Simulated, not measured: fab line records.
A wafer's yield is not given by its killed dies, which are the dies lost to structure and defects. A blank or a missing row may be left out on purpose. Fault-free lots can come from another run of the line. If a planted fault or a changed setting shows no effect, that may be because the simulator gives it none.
Matching of chambers :: flow sfq_line :: SFQ_TRILAYER_I6_CMP_CMP_166 on cmp-02: 4 sister chambers
The step polishes SiO2. 20 wafers are shown with their chamber, then 10 later ones without.

## EACH WAFER AND ITS CHAMBER
wafer: L186.2
chamber: 1
motor_current_A (A): 9.6
time_to_endpoint_s (s): 213

wafer: L186.4
chamber: 0
motor_current_A (A): 9.6
time_to_endpoint_s (s): 203

wafer: L186.5
chamber: 1
motor_current_A (A): 9.7
time_to_endpoint_s (s): 213

wafer: L191.1
chamber: 1
motor_current_A (A): 9.7
time_to_endpoint_s (s): 208

wafer: L191.2
chamber: 2
motor_current_A (A): 10.8
time_to_endpoint_s (s): 212

wafer: L191.3
chamber: 0
motor_current_A (A): 10.0
time_to_endpoint_s (s): 203

wafer: L193.2
chamber: 2
motor_current_A (A): 10.8
time_to_endpoint_s (s): 218

wafer: L193.3
chamber: 3
motor_current_A (A): 8.0
time_to_endpoint_s (s): 215

wafer: L193.5
chamber: 1
motor_current_A (A): 9.8
time_to_endpoint_s (s): 220

wafer: L196.1
chamber: 0
motor_current_A (A): 10.5
time_to_endpoint_s (s): 217

wafer: L196.4
chamber: 3
motor_current_A (A): 8.5
time_to_endpoint_s (s): 218

wafer: L196.2
chamber: 2
motor_current_A (A): 10.3
time_to_endpoint_s (s): 194

wafer: L198.2
chamber: 1
motor_current_A (A): 9.7
time_to_endpoint_s (s): 224

wafer: L198.3
chamber: 0
motor_current_A (A): 9.8
time_to_endpoint_s (s): 220

wafer: L198.4
chamber: 3
motor_current_A (A): 8.0
time_to_endpoint_s (s): 214

wafer: L202.2
chamber: 1
motor_current_A (A): 9.8
time_to_endpoint_s (s): 225

wafer: L202.1
chamber: 3
motor_current_A (A): 8.3
time_to_endpoint_s (s): 216

wafer: L202.5
chamber: 1
motor_current_A (A): 10.1
time_to_endpoint_s (s): 223

wafer: L203.1
chamber: 2
motor_current_A (A): 10.7
time_to_endpoint_s (s): 212

wafer: L203.2
chamber: 1
motor_current_A (A): 9.2
time_to_endpoint_s (s): 220

SIGNATURES (means of the wafers above)
reading: motor_current_A
chamber 0: 9.975
chamber 1: 9.700
chamber 2: 10.650
chamber 3: 8.200
scatter within a chamber: 0.278

reading: time_to_endpoint_s
chamber 0: 210.75
chamber 1: 218.25
chamber 2: 209.00
chamber 3: 215.75
scatter within a chamber: 7.27
Rule: for each reading, subtract the chamber's mean from the wafer's reading, divide by that reading's scatter and square the result; add these up over the readings and take the root, which gives the wafer's distance from the chamber. The wafer belongs to the nearest chamber; if the next one is less than 2 further off, it can't be placed. The scatter: the root of (the sum of the squares of (reading less its chamber's mean) over the shown wafers, divided by (wafers less chambers)).

## WAFERS WITHOUT THEIR CHAMBER
wafer: L203.3
motor_current_A (A): 10.4
time_to_endpoint_s (s): 212

wafer: L205.3
motor_current_A (A): 10.6
time_to_endpoint_s (s): 202

wafer: L205.1
motor_current_A (A): 10.3
time_to_endpoint_s (s): 207

wafer: L205.2
motor_current_A (A): 9.7
time_to_endpoint_s (s): 219

wafer: L206.2
motor_current_A (A): 9.8
time_to_endpoint_s (s): 202

wafer: L206.5
motor_current_A (A): 10.4
time_to_endpoint_s (s): 207

wafer: L206.6
motor_current_A (A): 8.1
time_to_endpoint_s (s): 205

wafer: L207.3
motor_current_A (A): 10.6
time_to_endpoint_s (s): 206

wafer: L207.5
motor_current_A (A): 9.9
time_to_endpoint_s (s): 202

wafer: L207.6
motor_current_A (A): 8.4
time_to_endpoint_s (s): 203

## WHICH CHAMBER EACH ONE RAN IN
wafer: L203.3
from the rows above: can't be placed: 2 or 0 or 1
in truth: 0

wafer: L205.3
from the rows above: can't be placed: 2 or 0
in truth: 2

wafer: L205.1
from the rows above: can't be placed: 0 or 2 or 1
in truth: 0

wafer: L205.2
from the rows above: can't be placed: 1 or 0
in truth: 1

wafer: L206.2
from the rows above: can't be placed: 0 or 1 or 2
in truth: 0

wafer: L206.5
from the rows above: can't be placed: 2 or 0
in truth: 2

wafer: L206.6
from the rows above: 3
in truth: 3

wafer: L207.3
from the rows above: can't be placed: 2 or 0
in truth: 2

wafer: L207.5
from the rows above: can't be placed: 0 or 1 or 2
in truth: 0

wafer: L207.6
from the rows above: 3
in truth: 3
Correctly placed: 2 of 10. Cannot be placed on the basis of these rows: 8; the candidates contain the true chamber in 8. 0 placed wrongly.
